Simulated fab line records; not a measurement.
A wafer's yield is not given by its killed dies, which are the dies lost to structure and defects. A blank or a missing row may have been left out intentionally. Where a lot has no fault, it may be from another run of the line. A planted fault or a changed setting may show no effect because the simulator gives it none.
Which of the tools did it? | flow gf180mcu | 24 lots with 72 wafers sampled at 5 steps, on a route of 602 steps

== WHAT THE GAUGES SHOWED, per wafer ==
GF_M3_RS_MEAS_05: measurement is done with a four-point probe.
lot  | measured     | on            | M3_ALCU_RS (ohm/sq)
L074 | day 21 04:36 | film_metro-03 | 0.0689 0.0691 0.0691
L075 | day 21 12:06 | film_metro-03 | 0.0690 0.0695 0.0689
L076 | day 21 20:03 | film_metro-03 | 0.0695 0.0694 0.0690
L077 | day 22 03:45 | film_metro-02 | 0.0700 0.0702 0.0699
L078 | day 22 10:33 | film_metro-03 | 0.0684 0.0689 0.0690
L079 | day 22 19:40 | film_metro-03 | 0.0684 0.0695 0.0688
L080 | day 23 09:34 | film_metro-03 | 0.0693 0.0699 0.0698
L081 | day 23 17:22 | film_metro-03 | 0.0701 0.0702 0.0700
L082 | day 24 01:45 | film_metro-03 | 0.0675 0.0681 0.0689
L083 | day 24 09:32 | film_metro-02 | 0.0701 0.0701 0.0698
L084 | day 24 16:34 | film_metro-02 | 0.0693 0.0692 0.0692
L085 | day 24 19:46 | film_metro-02 | 0.0698 0.0705 0.0696
L086 | day 25 08:13 | film_metro-04 | 0.0694 0.0698 0.0688
L087 | day 25 15:28 | film_metro-04 | 0.0706 0.0705 0.0709
L088 | day 26 00:40 | film_metro-04 | 0.0689 0.0688 0.0682
L089 | day 26 06:26 | film_metro-04 | 0.0684 0.0683 0.0676
L090 | day 26 12:54 | film_metro-03 | 0.0697 0.0700 0.0696
L091 | day 26 20:20 | film_metro-02 | 0.0698 0.0696 0.0699
L092 | day 27 04:31 | film_metro-03 | 0.0703 0.0707 0.0693
L093 | day 27 09:29 | film_metro-02 | 0.0699 0.0694 0.0689
L094 | day 27 22:28 | film_metro-04 | 0.0705 0.0700 0.0713
L095 | day 28 02:22 | film_metro-03 | 0.0692 0.0693 0.0690
L096 | day 28 08:31 | film_metro-03 | 0.0699 0.0696 0.0693
L097 | day 28 12:18 | film_metro-03 | 0.0699 0.0700 0.0695

GF_M4_THK_MEAS_06: measures by xrf.
lot  | measured     | on            | M4_ALCU_THK (nm)
L074 | day 23 06:49 | film_metro-02 | 445 445 446
L075 | day 23 14:47 | film_metro-02 | 450 443 445
L076 | day 23 21:14 | film_metro-02 | 444 446 444
L077 | day 24 06:03 | film_metro-02 | 440 442 444
L078 | day 24 12:00 | film_metro-01 | 444 444 445
L079 | day 24 21:06 | film_metro-03 | 452 455 455
L080 | day 25 10:52 | film_metro-03 | 446 444 447
L081 | day 25 16:46 | film_metro-02 | 441 447 444
L082 | day 26 01:06 | film_metro-03 | 446 447 450
L083 | day 26 07:50 | film_metro-03 | 448 442 447
L084 | day 26 15:57 | film_metro-02 | 450 449 450
L085 | day 26 18:02 | film_metro-03 | 433 440 433
L086 | day 27 06:28 | film_metro-03 | 451 445 448
L087 | day 27 13:35 | film_metro-02 | 445 444 444
L088 | day 27 20:47 | film_metro-03 | 445 443 443
L089 | day 28 02:35 | film_metro-02 | 448 451 446
L090 | day 28 09:14 | film_metro-02 | 444 442 443
L091 | day 28 15:34 | film_metro-03 | 436 438 435
L092 | day 29 00:52 | film_metro-03 | 448 445 441
L093 | day 29 04:40 | film_metro-03 | 449 449 451
L094 | day 29 16:44 | film_metro-03 | 445 447 442
L095 | day 29 20:41 | film_metro-03 | 447 447 448
L096 | day 30 02:41 | film_metro-02 | 447 445 445
L097 | day 30 06:50 | film_metro-03 | 443 437 440

== EACH LOT AND THE TOOL THAT RAN IT (in order: tool; ch and the chambers of the sampled wafers; start) ==
lot  | GF_V2_ETCH_16                      | GF_V2_CVD_23                  | GF_V3_SPUTTER_22
L074 | rie_diel-04 ch 0,2,3, day 21 03:01 | cvd_w-02 ch 0,1, day 21 03:47 | pvd_sputter-01, day 23 05:51
L075 | rie_diel-04 ch 1,2,3, day 21 10:31 | cvd_w-02 ch 0,1, day 21 11:17 | pvd_sputter-02, day 23 13:48
L076 | rie_diel-01 ch 0,2,3, day 21 18:28 | cvd_w-02 ch 0,1, day 21 19:14 | pvd_sputter-01, day 23 20:16
L077 | rie_diel-03 ch 1,2,3, day 22 02:07 | cvd_w-02 ch 0,1, day 22 02:56 | pvd_sputter-04, day 24 04:51
L078 | rie_diel-04 ch 1,2,3, day 22 08:56 | cvd_w-01 ch 0,1, day 22 09:44 | pvd_sputter-01, day 24 11:01
L079 | rie_diel-01 ch 2,3, day 22 18:04   | cvd_w-01 ch 0,1, day 22 18:50 | pvd_sputter-02, day 24 20:07
L080 | rie_diel-01 ch 1,2,3, day 23 07:58 | cvd_w-01 ch 0,1, day 23 08:44 | pvd_sputter-02, day 25 09:47
L081 | rie_diel-04 ch 1,2,3, day 23 15:47 | cvd_w-02 ch 0,1, day 23 16:33 | pvd_sputter-01, day 25 15:48
L082 | rie_diel-04 ch 0,2,3, day 24 00:07 | cvd_w-01 ch 0,1, day 24 00:56 | pvd_sputter-02, day 26 00:06
L083 | rie_diel-04 ch 0,1,3, day 24 07:55 | cvd_w-02 ch 0,1, day 24 08:41 | pvd_sputter-01, day 26 06:51
L084 | rie_diel-03 ch 0,2, day 24 14:58   | cvd_w-02 ch 0,1, day 24 15:44 | pvd_sputter-02, day 26 14:58
L085 | rie_diel-04 ch 0,1,3, day 24 18:10 | cvd_w-02 ch 0,1, day 24 18:56 | pvd_sputter-04, day 26 17:04
L086 | rie_diel-03 ch 0,3, day 25 06:28   | cvd_w-01 ch 1, day 25 07:19   | pvd_sputter-01, day 27 05:28
L087 | rie_diel-01 ch 0,1,3, day 25 13:47 | cvd_w-01 ch 1, day 25 14:33   | pvd_sputter-04, day 27 12:37
L088 | rie_diel-04 ch 2,3, day 25 23:04   | cvd_w-02 ch 0,1, day 25 23:50 | pvd_sputter-04, day 27 19:48
L089 | rie_diel-04 ch 0,3, day 26 04:50   | cvd_w-01 ch 0,1, day 26 05:36 | pvd_sputter-02, day 28 01:37
L090 | rie_diel-01 ch 0,1,3, day 26 11:19 | cvd_w-01 ch 0,1, day 26 12:05 | pvd_sputter-02, day 28 08:16
L091 | rie_diel-01 ch 0,1,3, day 26 18:44 | cvd_w-02 ch 0,1, day 26 19:31 | pvd_sputter-02, day 28 14:34
L092 | rie_diel-01 ch 0,1,2, day 27 02:55 | cvd_w-02 ch 0,1, day 27 03:42 | pvd_sputter-01, day 28 23:54
L093 | rie_diel-03 ch 0,1,2, day 27 07:53 | cvd_w-02 ch 0,1, day 27 08:40 | pvd_sputter-02, day 29 03:41
L094 | rie_diel-04 ch 0,1, day 27 20:53   | cvd_w-01 ch 0,1, day 27 21:39 | pvd_sputter-01, day 29 15:45
L095 | rie_diel-01 ch 1,2,3, day 28 00:25 | cvd_w-01 ch 0,1, day 28 01:32 | pvd_sputter-01, day 29 19:42
L096 | rie_diel-04 ch 0,1, day 28 06:35   | cvd_w-01 ch 0,1, day 28 07:41 | pvd_sputter-01, day 30 01:42
L097 | rie_diel-03 ch 0,1,3, day 28 10:41 | cvd_w-01 ch 0,1, day 28 11:28 | pvd_sputter-04, day 30 05:52
- GF_V2_ETCH_16: etches BARC in N2/H2.
- GF_V2_CVD_23: deposits W, target thk 350 nm, time 104.94 s.
- GF_V3_SPUTTER_22: material TiN, target thk 10 nm, time 40 s.

== WHAT THE TOOLS THEMSELVES READ (means of the sampled wafers that have a number; where no wafer has one, the mark that the record gives instead) ==
GF_V2_ETCH_16.
lot  | tool        | drypump_motor_current_A (A) | oes_product_au (a.u.) | rf_fwd_power_W (W) | throttle_valve_pct (%)
L074 | rie_diel-04 | 5.8                         | 0.853                 | 494.5              | 13.224
L075 | rie_diel-04 | 5.4                         | 0.854                 | 491.5              | 13.236
L076 | rie_diel-01 | 6.2                         | 0.852                 | 494.5              | 13.228
L077 | rie_diel-03 | 5.7                         | 0.854                 | 495.1              | 13.225
L078 | rie_diel-04 | 5.4                         | 0.854                 | 492.2              | 13.218
L079 | rie_diel-01 | 6.1                         | 0.856                 | 494.5              | 13.218
L080 | rie_diel-01 | 6.2                         | 0.861                 | 496.5              | 13.226
L081 | rie_diel-04 | 5.4                         | 0.852                 | 493.4              | 13.230
L082 | rie_diel-04 | 5.8                         | 0.855                 | 494.2              | 13.226
L083 | rie_diel-04 | 5.4                         | 0.854                 | 492.5              | 13.227
L084 | rie_diel-03 | 6.0                         | 0.855                 | 495.9              | 13.224
L085 | rie_diel-04 | 5.4                         | 0.855                 | 493.4              | 13.222
L086 | rie_diel-03 | 5.8                         | 0.855                 | 495.2              | 13.215
L087 | rie_diel-01 | 6.3                         | 0.858                 | 496.5              | 13.226
L088 | rie_diel-04 | 5.9                         | 0.857                 | 494.0              | 13.217
L089 | rie_diel-04 | 5.8                         | 0.858                 | 492.4              | 13.234
L090 | rie_diel-01 | 6.2                         | 0.859                 | 497.6              | 13.225
L091 | rie_diel-01 | 6.2                         | 0.857                 | 496.8              | 13.213
L092 | rie_diel-01 | 6.3                         | 0.855                 | 496.1              | 13.218
L093 | rie_diel-03 | 5.9                         | 0.851                 | 495.4              | 13.237
L094 | rie_diel-04 | 5.0                         | 0.856                 | 489.0              | 13.216
L095 | rie_diel-01 | 6.2                         | 0.852                 | 493.6              | 13.215
L096 | rie_diel-04 | 5.3                         | 0.853                 | 493.2              | 13.223
L097 | rie_diel-03 | 5.7                         | 0.854                 | 496.0              | 13.223

GF_V2_CVD_23.
lot  | tool     | chamber_pressure_Torr (Torr) | heater_power_w (W)
L074 | cvd_w-02 | 39.91                        | 1019
L075 | cvd_w-02 | 39.97                        | 1031
L076 | cvd_w-02 | 39.93                        | 1033
L077 | cvd_w-02 | 39.94                        | 1054
L078 | cvd_w-01 | 40.01                        | 772
L079 | cvd_w-01 | 39.95                        | 789
L080 | cvd_w-01 | 40.03                        | 768
L081 | cvd_w-02 | 40.10                        | 1060
L082 | cvd_w-01 | 39.97                        | 780
L083 | cvd_w-02 | 39.97                        | 1037
L084 | cvd_w-02 | 39.95                        | 1062
L085 | cvd_w-02 | 39.95                        | 1028
L086 | cvd_w-01 | 40.00                        | 840
L087 | cvd_w-01 | 39.87                        | 823
L088 | cvd_w-02 | 39.99                        | 1069
L089 | cvd_w-01 | 39.95                        | 779
L090 | cvd_w-01 | 40.03                        | 785
L091 | cvd_w-02 | 39.96                        | 1047
L092 | cvd_w-02 | 39.92                        | 1058
L093 | cvd_w-02 | 39.96                        | 1063
L094 | cvd_w-01 | 39.99                        | 780
L095 | cvd_w-01 | 40.02                        | 813
L096 | cvd_w-01 | 40.00                        | 811
L097 | cvd_w-01 | 39.94                        | 776

GF_V3_SPUTTER_22.
lot  | tool           | cathode_dc_power_W (W) | throttle_valve_pct (%)
L074 | pvd_sputter-01 | 3999.9                 | 29.9
L075 | pvd_sputter-02 | 4000.3                 | 28.9
L076 | pvd_sputter-01 | 4000.2                 | 29.8
L077 | pvd_sputter-04 | 3999.4                 | 30.0
L078 | pvd_sputter-01 | 3999.6                 | 30.1
L079 | pvd_sputter-02 | 4000.0                 | 30.5
L080 | pvd_sputter-02 | 3999.7                 | 29.9
L081 | pvd_sputter-01 | 3999.4                 | 29.8
L082 | pvd_sputter-02 | 3999.8                 | 29.4
L083 | pvd_sputter-01 | 3999.3                 | 30.1
L084 | pvd_sputter-02 | 3999.6                 | 30.1
L085 | pvd_sputter-04 | 4000.1                 | 30.0
L086 | pvd_sputter-01 | 3999.2                 | 29.8
L087 | pvd_sputter-04 | 4000.3                 | 29.5
L088 | pvd_sputter-04 | 3999.6                 | 29.9
L089 | pvd_sputter-02 | 4000.1                 | 30.2
L090 | pvd_sputter-02 | 4000.5                 | 29.9
L091 | pvd_sputter-02 | 4000.1                 | 30.6
L092 | pvd_sputter-01 | 4000.1                 | 30.0
L093 | pvd_sputter-02 | 3999.7                 | 30.5
L094 | pvd_sputter-01 | 4000.0                 | 29.8
L095 | pvd_sputter-01 | 3999.6                 | 30.0
L096 | pvd_sputter-01 | 3999.9                 | 30.0
L097 | pvd_sputter-04 | 4000.1                 | 29.4

== THE ANSWER, worked out from the rows above alone ==
Rule: the lots themselves supply what counts as usual. The widest of any qualifying gaps counts: lots, ordered by their means at a reading, are off when they make up no more than a third of the lots, leave a main group of 4 or more, and stand apart from it by 3 or more times the standard deviation of that group's means. If all means in a main group match to the digits the tables above print for the reading, that group is not used. Also off: a lot with no number at a reading for which 4 or more lots have one. All remaining lots with rows at the step are treated as sound. First the gauges in route order, then the tools' own readings, where a lot's mean is used as printed above. At the first step where some lot is off, the reading lying furthest off is the one used; lots without a number count as furthest.
Across all readings shown, no lot is off: no conclusion can be drawn from this.

== WHAT THE SIMULATOR HAD PUT IN ==
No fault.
